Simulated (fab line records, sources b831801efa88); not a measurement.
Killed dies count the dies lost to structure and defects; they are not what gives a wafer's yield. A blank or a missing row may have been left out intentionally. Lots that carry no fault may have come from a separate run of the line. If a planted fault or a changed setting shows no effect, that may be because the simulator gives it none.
What tool caused it? || flow sky130 || 24 lots, 72 wafers sampled, at 3 steps of a route of 708

## WHAT EACH GAUGE READ, for each wafer
SKY_CONTACT_CD_MEAS_14: target cd 170 nm.
{"lot": "L074", "measured": "day 31 10:21", "on": "cd-sem-02", "cd-nm (nm)": "167.2 168.5 167.9"}
{"lot": "L075", "measured": "day 31 17:29", "on": "cd-sem-02", "cd-nm (nm)": "165.2 166.1 165.5"}
{"lot": "L076", "measured": "day 31 18:06", "on": "cd-sem-01", "cd-nm (nm)": "169.1 169.0 168.1"}
{"lot": "L077", "measured": "day 32 14:34", "on": "cd-sem-01", "cd-nm (nm)": "168.7 168.2 169.2"}
{"lot": "L078", "measured": "day 32 16:20", "on": "cd-sem-02", "cd-nm (nm)": "169.1 168.9 170.7"}
{"lot": "L079", "measured": "day 33 14:35", "on": "cd-sem-01", "cd-nm (nm)": "168.7 168.3 168.6"}
{"lot": "L080", "measured": "day 33 16:32", "on": "cd-sem-01", "cd-nm (nm)": "169.8 170.0 170.3"}
{"lot": "L082", "measured": "day 34 21:51", "on": "cd-sem-02", "cd-nm (nm)": "170.1 170.7 172.6"}
{"lot": "L081", "measured": "day 35 00:05", "on": "cd-sem-01", "cd-nm (nm)": "170.7 170.6 170.1"}
{"lot": "L084", "measured": "day 35 00:37", "on": "cd-sem-01", "cd-nm (nm)": "171.3 171.6 171.1"}
{"lot": "L083", "measured": "day 35 01:36", "on": "cd-sem-02", "cd-nm (nm)": "171.5 170.7 171.3"}
{"lot": "L085", "measured": "day 35 06:53", "on": "cd-sem-01", "cd-nm (nm)": "171.3 172.7 173.0"}
{"lot": "L086", "measured": "day 35 14:20", "on": "cd-sem-01", "cd-nm (nm)": "170.1 169.2 169.9"}
{"lot": "L087", "measured": "day 35 17:59", "on": "cd-sem-01", "cd-nm (nm)": "171.5 170.9 170.9"}
{"lot": "L088", "measured": "day 35 23:50", "on": "cd-sem-01", "cd-nm (nm)": "171.3 171.3 171.0"}
{"lot": "L089", "measured": "day 36 06:01", "on": "cd-sem-02", "cd-nm (nm)": "170.2 170.5 169.8"}
{"lot": "L090", "measured": "day 36 06:42", "on": "cd-sem-02", "cd-nm (nm)": "172.7 171.2 172.3"}
{"lot": "L091", "measured": "day 36 23:56", "on": "cd-sem-02", "cd-nm (nm)": "172.3 171.7 170.4"}
{"lot": "L092", "measured": "day 37 01:11", "on": "cd-sem-01", "cd-nm (nm)": "171.9 171.4 169.9"}
{"lot": "L093", "measured": "day 37 10:39", "on": "cd-sem-01", "cd-nm (nm)": "167.2 167.4 167.7"}
{"lot": "L094", "measured": "day 37 22:08", "on": "cd-sem-02", "cd-nm (nm)": "169.0 169.1 169.2"}
{"lot": "L095", "measured": "day 37 23:51", "on": "cd-sem-02", "cd-nm (nm)": "169.9 170.3 169.2"}
{"lot": "L096", "measured": "day 38 03:12", "on": "cd-sem-01", "cd-nm (nm)": "170.4 170.6 171.2"}
{"lot": "L097", "measured": "day 38 15:15", "on": "cd-sem-02", "cd-nm (nm)": "170.0 170.5 169.9"}

SKY_CONTACT_RS_MEAS_25: the measuring method here is four-point-probe.
{"lot": "L074", "measured": "day 31 11:29", "on": "film-metro-02", "CONTACT_W_RS (ohm/sq)": "0.334 0.338 0.341"}
{"lot": "L075", "measured": "day 31 18:34", "on": "film-metro-02", "CONTACT_W_RS (ohm/sq)": "0.336 0.331 0.343"}
{"lot": "L076", "measured": "day 31 19:11", "on": "film-metro-02", "CONTACT_W_RS (ohm/sq)": "0.344 0.342 0.341"}
{"lot": "L077", "measured": "day 32 15:43", "on": "film-metro-02", "CONTACT_W_RS (ohm/sq)": "0.339 0.332 0.335"}
{"lot": "L078", "measured": "day 32 17:26", "on": "film-metro-02", "CONTACT_W_RS (ohm/sq)": "0.337 0.338 0.331"}
{"lot": "L079", "measured": "day 33 15:39", "on": "film-metro-03", "CONTACT_W_RS (ohm/sq)": "0.330 0.335 0.338"}
{"lot": "L080", "measured": "day 33 17:36", "on": "film-metro-03", "CONTACT_W_RS (ohm/sq)": "0.341 0.344 0.339"}
{"lot": "L082", "measured": "day 34 22:55", "on": "film-metro-02", "CONTACT_W_RS (ohm/sq)": "0.342 0.339 0.336"}
{"lot": "L081", "measured": "day 35 01:08", "on": "film-metro-01", "CONTACT_W_RS (ohm/sq)": "0.341 0.343 0.338"}
{"lot": "L084", "measured": "day 35 01:41", "on": "film-metro-01", "CONTACT_W_RS (ohm/sq)": "0.346 0.339 0.338"}
{"lot": "L083", "measured": "day 35 02:41", "on": "film-metro-03", "CONTACT_W_RS (ohm/sq)": "0.341 0.345 0.340"}
{"lot": "L085", "measured": "day 35 07:56", "on": "film-metro-01", "CONTACT_W_RS (ohm/sq)": "0.328 0.335 0.339"}
{"lot": "L086", "measured": "day 35 15:23", "on": "film-metro-02", "CONTACT_W_RS (ohm/sq)": "0.337 0.331 0.332"}
{"lot": "L087", "measured": "day 35 19:04", "on": "film-metro-03", "CONTACT_W_RS (ohm/sq)": "0.344 0.338 0.338"}
{"lot": "L088", "measured": "day 36 00:59", "on": "film-metro-03", "CONTACT_W_RS (ohm/sq)": "0.335 0.333 0.340"}
{"lot": "L089", "measured": "day 36 07:04", "on": "film-metro-01", "CONTACT_W_RS (ohm/sq)": "0.346 0.344 0.346"}
{"lot": "L090", "measured": "day 36 07:45", "on": "film-metro-01", "CONTACT_W_RS (ohm/sq)": "0.341 0.346 0.343"}
{"lot": "L091", "measured": "day 37 00:59", "on": "film-metro-01", "CONTACT_W_RS (ohm/sq)": "0.328 0.333 0.328"}
{"lot": "L092", "measured": "day 37 02:14", "on": "film-metro-01", "CONTACT_W_RS (ohm/sq)": "0.340 0.344 0.346"}
{"lot": "L093", "measured": "day 37 11:42", "on": "film-metro-01", "CONTACT_W_RS (ohm/sq)": "0.340 0.339 0.336"}
{"lot": "L094", "measured": "day 37 23:14", "on": "film-metro-01", "CONTACT_W_RS (ohm/sq)": "0.336 0.344 0.341"}
{"lot": "L095", "measured": "day 38 01:23", "on": "film-metro-01", "CONTACT_W_RS (ohm/sq)": "0.341 0.341 0.343"}
{"lot": "L096", "measured": "day 38 04:16", "on": "film-metro-02", "CONTACT_W_RS (ohm/sq)": "0.345 0.335 0.337"}
{"lot": "L097", "measured": "day 38 16:25", "on": "film-metro-01", "CONTACT_W_RS (ohm/sq)": "0.340 0.341 0.344"}

## EACH LOT AND THE TOOL THAT RAN IT (in order: tool; ch and the chambers of the sampled wafers; start)
{"lot": "L074", "SKY_LI_CONTACT_ETCH_14": "rie-diel-04 ch 1,2,3, day 28 21:14"}
{"lot": "L075", "SKY_LI_CONTACT_ETCH_14": "rie-diel-02 ch 0,1,3, day 29 10:05"}
{"lot": "L076", "SKY_LI_CONTACT_ETCH_14": "rie-diel-04 ch 2,3, day 29 11:11"}
{"lot": "L077", "SKY_LI_CONTACT_ETCH_14": "rie-diel-01 ch 0,2,3, day 30 00:50"}
{"lot": "L078", "SKY_LI_CONTACT_ETCH_14": "rie-diel-02 ch 0,2, day 30 07:10"}
{"lot": "L079", "SKY_LI_CONTACT_ETCH_14": "rie-diel-01 ch 0,1,2, day 31 08:11"}
{"lot": "L080", "SKY_LI_CONTACT_ETCH_14": "rie-diel-02 ch 1,2, day 31 09:15"}
{"lot": "L082", "SKY_LI_CONTACT_ETCH_14": "rie-diel-04 ch 0,2,3, day 32 14:29"}
{"lot": "L081", "SKY_LI_CONTACT_ETCH_14": "rie-diel-02 ch 1,2, day 32 16:23"}
{"lot": "L084", "SKY_LI_CONTACT_ETCH_14": "rie-diel-01 ch 0,3, day 32 17:17"}
{"lot": "L083", "SKY_LI_CONTACT_ETCH_14": "rie-diel-04 ch 1,2,3, day 32 17:50"}
{"lot": "L085", "SKY_LI_CONTACT_ETCH_14": "rie-diel-04 ch 1,2,3, day 32 22:38"}
{"lot": "L086", "SKY_LI_CONTACT_ETCH_14": "rie-diel-01 ch 0,2,3, day 33 06:44"}
{"lot": "L087", "SKY_LI_CONTACT_ETCH_14": "rie-diel-02 ch 1,2, day 33 11:23"}
{"lot": "L088", "SKY_LI_CONTACT_ETCH_14": "rie-diel-02 ch 0,1,3, day 33 17:05"}
{"lot": "L089", "SKY_LI_CONTACT_ETCH_14": "rie-diel-01 ch 0,2,3, day 33 22:26"}
{"lot": "L090", "SKY_LI_CONTACT_ETCH_14": "rie-diel-04 ch 2,3, day 33 23:14"}
{"lot": "L091", "SKY_LI_CONTACT_ETCH_14": "rie-diel-04 ch 0,1,2, day 34 17:41"}
{"lot": "L092", "SKY_LI_CONTACT_ETCH_14": "rie-diel-02 ch 0,1,2, day 34 19:08"}
{"lot": "L093", "SKY_LI_CONTACT_ETCH_14": "rie-diel-02 ch 0,2, day 35 04:23"}
{"lot": "L094", "SKY_LI_CONTACT_ETCH_14": "rie-diel-01 ch 0,1,3, day 35 17:08"}
{"lot": "L095", "SKY_LI_CONTACT_ETCH_14": "rie-diel-04 ch 2,3, day 35 18:14"}
{"lot": "L096", "SKY_LI_CONTACT_ETCH_14": "rie-diel-02 ch 1,2,3, day 35 20:41"}
{"lot": "L097", "SKY_LI_CONTACT_ETCH_14": "rie-diel-02 ch 0,1,3, day 36 08:32"}
- SKY_LI_CONTACT_ETCH_14: etches BARC in N2/H2, stops on SiO2, time 45.9 s, target depth 60 nm.

## AS READ BY THE TOOLS THEMSELVES (means over the sampled wafers that have a number; for cases with no such wafer, the mark the record gives instead)
SKY_LI_CONTACT_ETCH_14.
{"lot": "L074", "tool": "rie-diel-04", "drypump-motor-current-A (A)": 6.2, "oes-product-au (a.u.)": 0.865, "throttle-valve-pct (%)": 13.229}
{"lot": "L075", "tool": "rie-diel-02", "drypump-motor-current-A (A)": 5.8, "oes-product-au (a.u.)": 0.858, "throttle-valve-pct (%)": 13.219}
{"lot": "L076", "tool": "rie-diel-04", "drypump-motor-current-A (A)": 6.3, "oes-product-au (a.u.)": 0.860, "throttle-valve-pct (%)": 13.227}
{"lot": "L077", "tool": "rie-diel-01", "drypump-motor-current-A (A)": 5.4, "oes-product-au (a.u.)": 0.862, "throttle-valve-pct (%)": 13.228}
{"lot": "L078", "tool": "rie-diel-02", "drypump-motor-current-A (A)": 5.6, "oes-product-au (a.u.)": 0.866, "throttle-valve-pct (%)": 13.221}
{"lot": "L079", "tool": "rie-diel-01", "drypump-motor-current-A (A)": 5.6, "oes-product-au (a.u.)": 0.859, "throttle-valve-pct (%)": 13.223}
{"lot": "L080", "tool": "rie-diel-02", "drypump-motor-current-A (A)": 5.7, "oes-product-au (a.u.)": 0.864, "throttle-valve-pct (%)": 13.225}
{"lot": "L082", "tool": "rie-diel-04", "drypump-motor-current-A (A)": 6.2, "oes-product-au (a.u.)": 0.866, "throttle-valve-pct (%)": 13.243}
{"lot": "L081", "tool": "rie-diel-02", "drypump-motor-current-A (A)": 5.7, "oes-product-au (a.u.)": 0.867, "throttle-valve-pct (%)": 13.221}
{"lot": "L084", "tool": "rie-diel-01", "drypump-motor-current-A (A)": 5.1, "oes-product-au (a.u.)": 0.862, "throttle-valve-pct (%)": 13.229}
{"lot": "L083", "tool": "rie-diel-04", "drypump-motor-current-A (A)": 6.2, "oes-product-au (a.u.)": 0.863, "throttle-valve-pct (%)": 13.230}
{"lot": "L085", "tool": "rie-diel-04", "drypump-motor-current-A (A)": 6.2, "oes-product-au (a.u.)": 0.862, "throttle-valve-pct (%)": 13.228}
{"lot": "L086", "tool": "rie-diel-01", "drypump-motor-current-A (A)": 5.4, "oes-product-au (a.u.)": 0.861, "throttle-valve-pct (%)": 13.227}
{"lot": "L087", "tool": "rie-diel-02", "drypump-motor-current-A (A)": 5.8, "oes-product-au (a.u.)": 0.865, "throttle-valve-pct (%)": 13.227}
{"lot": "L088", "tool": "rie-diel-02", "drypump-motor-current-A (A)": 5.8, "oes-product-au (a.u.)": 0.867, "throttle-valve-pct (%)": 13.222}
{"lot": "L089", "tool": "rie-diel-01", "drypump-motor-current-A (A)": 5.4, "oes-product-au (a.u.)": 0.864, "throttle-valve-pct (%)": 13.226}
{"lot": "L090", "tool": "rie-diel-04", "drypump-motor-current-A (A)": 6.3, "oes-product-au (a.u.)": 0.865, "throttle-valve-pct (%)": 13.226}
{"lot": "L091", "tool": "rie-diel-04", "drypump-motor-current-A (A)": 6.3, "oes-product-au (a.u.)": 0.856, "throttle-valve-pct (%)": 13.228}
{"lot": "L092", "tool": "rie-diel-02", "drypump-motor-current-A (A)": 5.8, "oes-product-au (a.u.)": 0.868, "throttle-valve-pct (%)": 13.220}
{"lot": "L093", "tool": "rie-diel-02", "drypump-motor-current-A (A)": 5.5, "oes-product-au (a.u.)": 0.863, "throttle-valve-pct (%)": 13.225}
{"lot": "L094", "tool": "rie-diel-01", "drypump-motor-current-A (A)": 5.5, "oes-product-au (a.u.)": 0.864, "throttle-valve-pct (%)": 13.225}
{"lot": "L095", "tool": "rie-diel-04", "drypump-motor-current-A (A)": 6.1, "oes-product-au (a.u.)": 0.866, "throttle-valve-pct (%)": 13.237}
{"lot": "L096", "tool": "rie-diel-02", "drypump-motor-current-A (A)": 5.7, "oes-product-au (a.u.)": 0.872, "throttle-valve-pct (%)": 13.227}
{"lot": "L097", "tool": "rie-diel-02", "drypump-motor-current-A (A)": 5.8, "oes-product-au (a.u.)": 0.863, "throttle-valve-pct (%)": 13.223}

## THE ANSWER, worked out from the rows above alone
Rule: the lots themselves supply what counts as usual. The widest of any qualifying gaps counts: lots, ordered by their means at a reading, are off when they make up no more than a third of the lots, leave a main group of 4 or more, and stand apart from it by 3 or more times the standard deviation of that group's means. Not used: any main group whose means are identical at the precision the tables above print for the reading. Also off: a lot with no number at a reading for which 4 or more lots have one. All remaining lots with rows at the step are treated as sound. After the gauges, taken in route order, come the tools' own readings; for these a lot's mean is taken, as printed above. The first step at which some lot is off is used, and at that step the reading that is off furthest; a lot without a number counts as furthest.
None of the lots is off at any reading shown; this tells nothing.

## WHAT THE SIMULATOR HAD PUT IN
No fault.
